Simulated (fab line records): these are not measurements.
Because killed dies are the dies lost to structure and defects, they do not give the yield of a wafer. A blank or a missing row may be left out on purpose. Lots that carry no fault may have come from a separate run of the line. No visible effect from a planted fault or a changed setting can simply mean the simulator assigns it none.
fab line records + flow gf180mcu
record:
- lots: 15
- wafers: 45
- lastDay: 32
route steps=602 shown CONTACT@313 M1@315 V1@356 M2@362
lots that met no fault: taken from a fault-free run of the same line
startH: start of the lot's first displayed wafer, in hours after the record's first day + waitH: time in hours since the lot's previous step + " identical to the entry in the row above + L1.1+2: one row covering several wafers at once + - either no value or no given start + * or withheld: withheld + < > ~ a bound
route shown NAME@n: NAME is a module with steps in the file, n the number in the route of the first one + usual: average and standard deviation across the fault-free wafers + same: alike in all rows + chamber/n: place in a boat + sites: readings site by site + _std_site: how widely they spread, as a standard deviation + _edge_site: outer sites' mean less inner sites' + radiusMm: how far each site lies from the wafer's centre + mask NAME#n: copy n + behind: the tool/chamber that last shaped the wafer + hold: cause of the lot's hold/its duration in hours/its outcome + device: the n, p or np transistor that did not switch + end of line: tests run on the same wafers once the route is complete + a step given without rows: its recipe and nothing more + killed: count of dies lost to structure and defects at first sort (not the wafer's yield) + map: dies across one wafer; x = killed, . = not, _ = none there
set.NAME: the setting the step ran with; set.NAME@STEP: the setting that earlier step ran with + model.NAME: the simulator's own value behind a step, which no gauge read
the route's steps for a sample of lots (tables are steps, rows are wafers)
services: a tool's chamber out of use, with start hour (startH, from the record's first day; less than 0 if before it), hours out, and reason
== steps ==
step: GF_CONTACT_THK_MEAS_26
recipe:
- thkMeasGauge: xrf
- reads: W_of_CONTACT_CVD_24
usual:
- CONTACT_W_THK: 295/4.3
| lot.wafer | tool         | chamber | startH | waitH | CONTACT_W_THK[nm] |
|-----------|--------------|---------|--------|-------|-------------------|
| L108.1    | filmMetro-02 | -       | 356.42 | 0.1   | 289               |
| L108.3    | "            | -       | "      | "     | 292               |
| L108.6    | "            | -       | "      | "     | 288               |
| L109.2    | filmMetro-01 | -       | 371.73 | 0.1   | 298               |
| L109.3    | "            | -       | "      | "     | 294               |
| L109.4    | "            | -       | "      | "     | 297               |
| L110.1    | filmMetro-02 | -       | 372.72 | 0.1   | 294               |
| L110.3    | "            | -       | "      | "     | 300               |
| L110.4    | "            | -       | "      | "     | 293               |
| L111.3    | filmMetro-02 | -       | 378.29 | 0.1   | 294               |
| L111.4    | "            | -       | "      | "     | 293               |
| L111.6    | "            | -       | "      | "     | 297               |
| L113.1    | filmMetro-02 | -       | 396.17 | 0.1   | 294               |
| L113.4    | "            | -       | "      | "     | 292               |
| L113.6    | "            | -       | "      | "     | 290               |
| L116.3    | filmMetro-02 | -       | 428.28 | 0.1   | 289               |
| L116.4    | "            | -       | "      | "     | 293               |
| L116.6    | "            | -       | "      | "     | 295               |
| L118.1    | filmMetro-04 | -       | 443.22 | 0.1   | 290               |
| L118.4    | "            | -       | "      | "     | 288               |
| L118.6    | "            | -       | "      | "     | 292               |
| L119.3    | filmMetro-04 | -       | 450.38 | 0.1   | 296               |
| L119.4    | "            | -       | "      | "     | 289               |
| L119.5    | "            | -       | "      | "     | 299               |
| L120.1    | filmMetro-01 | -       | 458.75 | 0.1   | 297               |
| L120.3    | "            | -       | "      | "     | 307               |
| L120.4    | "            | -       | "      | "     | 299               |
| L121.2    | filmMetro-04 | -       | 477.30 | 0.1   | 298               |
| L121.4    | "            | -       | "      | "     | 300               |
| L121.6    | "            | -       | "      | "     | 297               |
| L122.2    | filmMetro-02 | -       | 479.00 | 0.1   | 289               |
| L122.3    | "            | -       | "      | "     | 287               |
| L122.4    | "            | -       | "      | "     | 299               |
| L123.1    | filmMetro-04 | -       | 501.36 | 0.1   | 292               |
| L123.2    | "            | -       | "      | "     | 302               |
| L123.6    | "            | -       | "      | "     | 302               |
| L129.2    | filmMetro-02 | -       | 539.70 | 0.1   | 299               |
| L129.5    | "            | -       | "      | "     | 303               |
| L129.6    | "            | -       | "      | "     | 288               |
| L130.1    | filmMetro-01 | -       | 540.71 | 0.1   | 295               |
| L130.3    | "            | -       | "      | "     | 299               |
| L130.5    | "            | -       | "      | "     | 300               |
| L131.3    | filmMetro-02 | -       | 553.16 | 0.1   | 296               |
| L131.4    | "            | -       | "      | "     | 290               |
| L131.6    | "            | -       | "      | "     | 301               |
step: GF_M1_SPUTTER_00
recipe:
- material: Ti
- targetThkNm: 37.5
- arrivingIonEnergyEv: 80
- substrateTempC: 200
- chamberPressurePa: 2
- powerW: 4000
- timeS: 150
usual:
- cathodeDcPowerW: 4000.0/0.78
- chamberPressurePa: 2.000/0.0042
- throttleValvePct: 30.2/0.94
| lot.wafer | tool          | chamber | startH | waitH | cathodeDcPowerW | chamberPressurePa | throttleValvePct |
|-----------|---------------|---------|--------|-------|-----------------|-------------------|------------------|
| L108.1    | pvdSputter-04 | -       | 356.80 | 0.1   | 3999.2          | 1.999             | 29.5             |
| L108.3    | "             | -       | "      | "     | 3999.8          | 2.002             | 30.4             |
| L108.6    | "             | -       | "      | "     | 4000.5          | 1.999             | 31.4             |
| L109.2    | pvdSputter-02 | -       | 372.08 | 0.1   | 3999.2          | 1.989             | 30.0             |
| L109.3    | "             | -       | "      | "     | 3999.2          | 1.997             | 30.2             |
| L109.4    | "             | -       | "      | "     | 3999.9          | 2.001             | 29.4             |
| L110.1    | pvdSputter-04 | -       | 373.08 | 0.2   | 4000.3          | 1.998             | 31.4             |
| L110.3    | "             | -       | "      | "     | 3999.4          | 2.006             | 30.7             |
| L110.4    | "             | -       | "      | "     | 4000.8          | 1.999             | 31.0             |
| L111.3    | pvdSputter-02 | -       | 378.63 | 0.1   | 4001.6          | 1.993             | 29.1             |
| L111.4    | "             | -       | "      | "     | 4001.1          | 2.003             | 30.2             |
| L111.6    | "             | -       | "      | "     | 3998.5          | 2.000             | 31.4             |
| L113.1    | pvdSputter-04 | -       | 396.53 | 0.1   | 4001.6          | 2.001             | 30.8             |
| L113.4    | "             | -       | "      | "     | 4000.4          | 2.006             | 31.6             |
| L113.6    | "             | -       | "      | "     | 4001.3          | 2.001             | 31.0             |
| L116.3    | pvdSputter-02 | -       | 428.62 | 0.1   | 3999.8          | 1.998             | 31.4             |
| L116.4    | "             | -       | "      | "     | 4001.7          | 1.999             | 29.3             |
| L116.6    | "             | -       | "      | "     | 3998.5          | 2.001             | 28.9             |
| L118.1    | pvdSputter-02 | -       | 443.58 | 0.2   | 3998.7          | 1.996             | 30.1             |
| L118.4    | "             | -       | "      | "     | 3999.9          | 2.008             | 31.7             |
| L118.6    | "             | -       | "      | "     | 4000.3          | 1.995             | 30.3             |
| L119.3    | pvdSputter-03 | -       | 450.76 | 0.2   | 4000.8          | 1.997             | 30.7             |
| L119.4    | "             | -       | "      | "     | 4000.1          | 2.002             | 29.5             |
| L119.5    | "             | -       | "      | "     | 4000.9          | 2.004             | 29.6             |
| L120.1    | pvdSputter-04 | -       | 459.31 | 0.1   | 3999.3          | 1.998             | 29.9             |
| L120.3    | "             | -       | "      | "     | 3999.1          | 2.002             | 31.5             |
| L120.4    | "             | -       | "      | "     | 4000.7          | 2.004             | 30.9             |
| L121.2    | pvdSputter-02 | -       | 477.65 | 0.2   | 3999.3          | 1.996             | 29.9             |
| L121.4    | "             | -       | "      | "     | 4000.5          | 2.006             | 30.3             |
| L121.6    | "             | -       | "      | "     | 3999.3          | 1.999             | 28.8             |
| L122.2    | pvdSputter-03 | -       | 479.35 | 0.2   | 4000.9          | 1.997             | 29.5             |
| L122.3    | "             | -       | "      | "     | 4000.4          | 2.006             | 31.4             |
| L122.4    | "             | -       | "      | "     | 3999.1          | 1.992             | 30.2             |
| L123.1    | pvdSputter-02 | -       | 501.73 | 0.2   | 3999.5          | 1.996             | 29.2             |
| L123.2    | "             | -       | "      | "     | 3999.3          | 1.999             | 30.3             |
| L123.6    | "             | -       | "      | "     | 4000.7          | 2.002             | 30.3             |
| L129.2    | pvdSputter-02 | -       | 540.05 | 0.2   | 3999.3          | 2.006             | 30.3             |
| L129.5    | "             | -       | "      | "     | 3999.6          | 2.003             | 30.1             |
| L129.6    | "             | -       | "      | "     | 4000.5          | 1.997             | 29.1             |
| L130.1    | pvdSputter-04 | -       | 541.07 | 0.2   | 3999.6          | 1.998             | 31.3             |
| L130.3    | "             | -       | "      | "     | 3999.7          | 1.996             | 30.4             |
| L130.5    | "             | -       | "      | "     | 4000.9          | 2.002             | 29.7             |
| L131.3    | pvdSputter-02 | -       | 553.55 | 0.1   | 4000.7          | 2.000             | 31.6             |
| L131.4    | "             | -       | "      | "     | 3999.6          | 1.997             | 30.2             |
| L131.6    | "             | -       | "      | "     | 4000.4          | 2.000             | 30.5             |
step: GF_V1_SPUTTER_21
recipe:
- material: Ti
- targetThkNm: 15
- chamberPressurePa: 5
- powerW: 2500
- substrateTempC: 200
- timeS: 80.02
usual:
- cathodeDcPowerW: 2500.0/0.44
- chamberPressurePa: 5.000/0.01
- throttleValvePct: 30.5/0.67
| lot.wafer | tool          | chamber | startH | waitH | cathodeDcPowerW | chamberPressurePa | throttleValvePct |
|-----------|---------------|---------|--------|-------|-----------------|-------------------|------------------|
| L108.1    | pvdSputter-02 | -       | 405.51 | 0.0   | 2499.7          | 4.990             | 29.1             |
| L108.3    | "             | -       | "      | "     | 2499.8          | 5.024             | 31.4             |
| L108.6    | "             | -       | "      | "     | 2500.5          | 5.012             | 29.1             |
| L109.2    | pvdSputter-01 | -       | 421.28 | 0.0   | 2500.4          | 5.013             | 29.7             |
| L109.3    | "             | -       | "      | "     | 2499.8          | 5.019             | 30.9             |
| L109.4    | "             | -       | "      | "     | 2499.7          | 4.996             | 30.4             |
| L110.1    | pvdSputter-04 | -       | 422.69 | 0.0   | 2499.8          | 5.004             | 29.7             |
| L110.3    | "             | -       | "      | "     | 2500.4          | 4.984             | 30.4             |
| L110.4    | "             | -       | "      | "     | 2499.9          | 5.008             | 31.5             |
| L111.3    | pvdSputter-04 | -       | 429.63 | 0.0   | 2499.3          | 4.989             | 29.7             |
| L111.4    | "             | -       | "      | "     | 2499.8          | 5.015             | 31.3             |
| L111.6    | "             | -       | "      | "     | 2499.8          | 4.984             | 30.8             |
| L113.1    | pvdSputter-04 | -       | 447.33 | 0.0   | 2500.4          | 4.997             | 30.5             |
| L113.4    | "             | -       | "      | "     | 2500.3          | 4.994             | 31.1             |
| L113.6    | "             | -       | "      | "     | 2499.9          | 4.989             | 29.8             |
| L116.3    | pvdSputter-02 | -       | 480.35 | 0.0   | 2500.7          | 4.984             | 30.0             |
| L116.4    | "             | -       | "      | "     | 2499.8          | 4.987             | 31.5             |
| L116.6    | "             | -       | "      | "     | 2499.6          | 4.999             | 30.3             |
| L118.1    | pvdSputter-04 | -       | 495.63 | 0.0   | 2500.1          | 4.987             | 31.1             |
| L118.4    | "             | -       | "      | "     | 2500.0          | 5.002             | 29.7             |
| L118.6    | "             | -       | "      | "     | 2499.5          | 4.999             | 30.5             |
| L119.3    | pvdSputter-02 | -       | 502.10 | 0.0   | 2499.4          | 4.983             | 30.1             |
| L119.4    | "             | -       | "      | "     | 2499.3          | 4.995             | 29.3             |
| L119.5    | "             | -       | "      | "     | 2500.2          | 4.997             | 30.4             |
| L120.1    | pvdSputter-04 | -       | 510.02 | 0.0   | 2499.5          | 5.007             | 30.8             |
| L120.3    | "             | -       | "      | "     | 2499.3          | 5.006             | 29.7             |
| L120.4    | "             | -       | "      | "     | 2500.3          | 4.993             | 31.1             |
| L121.2    | pvdSputter-04 | -       | 528.43 | 0.0   | 2499.7          | 5.001             | 29.7             |
| L121.4    | "             | -       | "      | "     | 2499.0          | 4.993             | 30.6             |
| L121.6    | "             | -       | "      | "     | 2499.8          | 5.001             | 29.7             |
| L122.2    | pvdSputter-04 | -       | 528.90 | 0.0   | 2500.9          | 4.992             | 30.9             |
| L122.3    | "             | -       | "      | "     | 2499.7          | 4.988             | 29.9             |
| L122.4    | "             | -       | "      | "     | 2500.5          | 5.008             | 30.4             |
| L123.1    | pvdSputter-04 | -       | 549.65 | 0.0   | 2499.6          | 5.002             | 29.8             |
| L123.2    | "             | -       | "      | "     | 2500.0          | 5.013             | 31.1             |
| L123.6    | "             | -       | "      | "     | 2499.8          | 5.008             | 30.9             |
| L129.2    | pvdSputter-01 | -       | 585.58 | 0.0   | -               | -                 | -                |
| L129.5    | "             | -       | "      | "     | -               | -                 | -                |
| L129.6    | "             | -       | "      | "     | -               | -                 | -                |
| L130.1    | pvdSputter-04 | -       | 586.48 | 0.0   | -               | -                 | -                |
| L130.3    | "             | -       | "      | "     | -               | -                 | -                |
| L130.5    | "             | -       | "      | "     | -               | -                 | -                |
| L131.3    | pvdSputter-04 | -       | 598.60 | 0.0   | -               | -                 | -                |
| L131.4    | "             | -       | "      | "     | -               | -                 | -                |
| L131.6    | "             | -       | "      | "     | -               | -                 | -                |
step: GF_M2_SPUTTER_00
recipe:
- material: Ti
- targetThkNm: 37.5
- arrivingIonEnergyEv: 80
- substrateTempC: 200
- chamberPressurePa: 2
- powerW: 4000
- timeS: 150
usual:
- cathodeDcPowerW: 3999.9/0.76
- chamberPressurePa: 2.000/0.0041
- throttleValvePct: 30.3/0.81
| lot.wafer | tool          | chamber | startH | waitH | cathodeDcPowerW | chamberPressurePa | throttleValvePct |
|-----------|---------------|---------|--------|-------|-----------------|-------------------|------------------|
| L108.1    | pvdSputter-01 | -       | 406.48 | 0.1   | 4000.6          | 2.001             | 30.4             |
| L108.3    | "             | -       | "      | "     | 3998.8          | 2.002             | 29.5             |
| L108.6    | "             | -       | "      | "     | 3999.7          | 1.999             | 29.9             |
| L109.2    | pvdSputter-01 | -       | 422.07 | 0.1   | 3999.3          | 1.999             | 30.4             |
| L109.3    | "             | -       | "      | "     | 4000.4          | 2.000             | 29.8             |
| L109.4    | "             | -       | "      | "     | 3999.8          | 2.000             | 30.7             |
| L110.1    | pvdSputter-03 | -       | 423.38 | 0.2   | 4000.4          | 1.993             | 30.6             |
| L110.3    | "             | -       | "      | "     | 4000.3          | 2.001             | 31.5             |
| L110.4    | "             | -       | "      | "     | 4000.0          | 1.996             | 31.2             |
| L111.3    | pvdSputter-01 | -       | 430.32 | 0.1   | 4000.0          | 2.003             | 31.1             |
| L111.4    | "             | -       | "      | "     | 3998.9          | 1.998             | 30.4             |
| L111.6    | "             | -       | "      | "     | 4000.6          | 1.997             | 30.4             |
| L113.1    | pvdSputter-01 | -       | 448.02 | 0.1   | 3999.6          | 2.000             | 30.5             |
| L113.4    | "             | -       | "      | "     | 4000.4          | 1.996             | 30.2             |
| L113.6    | "             | -       | "      | "     | 4000.8          | 1.993             | 30.3             |
| L116.3    | pvdSputter-01 | -       | 481.05 | 0.1   | 3998.2          | 2.002             | 30.4             |
| L116.4    | "             | -       | "      | "     | 3999.3          | 2.005             | 31.2             |
| L116.6    | "             | -       | "      | "     | 3999.7          | 2.006             | 30.9             |
| L118.1    | pvdSputter-02 | -       | 496.32 | 0.1   | 3998.7          | 2.003             | 30.1             |
| L118.4    | "             | -       | "      | "     | 3999.9          | 1.993             | 31.7             |
| L118.6    | "             | -       | "      | "     | 4000.3          | 1.996             | 31.5             |
| L119.3    | pvdSputter-01 | -       | 502.91 | 0.1   | 4000.4          | 2.002             | 31.0             |
| L119.4    | "             | -       | "      | "     | 4001.1          | 2.000             | 29.9             |
| L119.5    | "             | -       | "      | "     | 3999.8          | 2.005             | 29.9             |
| L120.1    | pvdSputter-02 | -       | 510.71 | 0.2   | 4000.5          | 1.996             | 30.0             |
| L120.3    | "             | -       | "      | "     | 3999.6          | 1.999             | 31.4             |
| L120.4    | "             | -       | "      | "     | 3999.8          | 2.001             | 30.5             |
| L121.2    | pvdSputter-02 | -       | 529.12 | 0.1   | 4000.5          | 1.998             | 29.2             |
| L121.4    | "             | -       | "      | "     | 3999.6          | 1.996             | 31.2             |
| L121.6    | "             | -       | "      | "     | 4000.3          | 1.991             | 30.1             |
| L122.2    | pvdSputter-03 | -       | 529.59 | 0.2   | 3999.9          | 2.005             | 31.4             |
| L122.3    | "             | -       | "      | "     | 3999.2          | 2.005             | 29.5             |
| L122.4    | "             | -       | "      | "     | 3998.9          | 2.004             | 28.4             |
| L123.1    | pvdSputter-02 | -       | 550.34 | 0.1   | 3999.1          | 2.001             | 31.4             |
| L123.2    | "             | -       | "      | "     | 4000.8          | 2.004             | 29.1             |
| L123.6    | "             | -       | "      | "     | 3999.5          | 1.997             | 30.2             |
== services ==
| tool          | chamber | startH | hours | kind   |
|---------------|---------|--------|-------|--------|
| pvdSputter-02 | -       | 338.85 | 3.8   | repair |
| pvdSputter-04 | -       | 374.80 | 6.3   | repair |
| pvdSputter-02 | -       | 383.15 | 0.5   | repair |
| pvdSputter-04 | -       | 407.61 | 3.8   | repair |
| pvdSputter-04 | -       | 453.67 | 3.3   | repair |
| pvdSputter-04 | -       | 466.23 | 4.7   | repair |
| pvdSputter-04 | -       | 477.25 | 3.8   | repair |
| pvdSputter-02 | -       | 483.64 | 2.4   | repair |
| pvdSputter-02 | -       | 566.47 | 5.2   | repair |
== key ==
firstSign:
- step: GF_V1_SPUTTER_21
- reading: toolRecord
- direction: missing
effect none on later readings
metAt GF_V1_SPUTTER_21
struckLots L129,L130,L131
laterRowsLeftOut L129.2,L129.5,L129.6,L130.1,L130.3,L130.5,L131.3,L131.4,L131.6
sortLeftOut L129.2,L129.5,L129.6,L130.1,L130.3,L130.5,L131.3,L131.4,L131.6
notActingAt GF_CONTACT_THK_MEAS_26,GF_M1_SPUTTER_00,GF_M2_SPUTTER_00
onsetBetween 549.65 585.58
fault:
- kind: skippedStepWhole
- tool: pvdSputter-01,pvdSputter-04
- chamber: -
- onsetH: 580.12
- steps: GF_V1_SPUTTER_21
- scope: struckLotsOnly
sortLeftOut: the simulated sort isn't trusted on such a fault, so these wafers' sort isn't shown, and their yield isn't known
laterRowsLeftOut: the simulator's readings of these wafers behind a module that went badly wrong aren't trusted and aren't shown, but for the sort
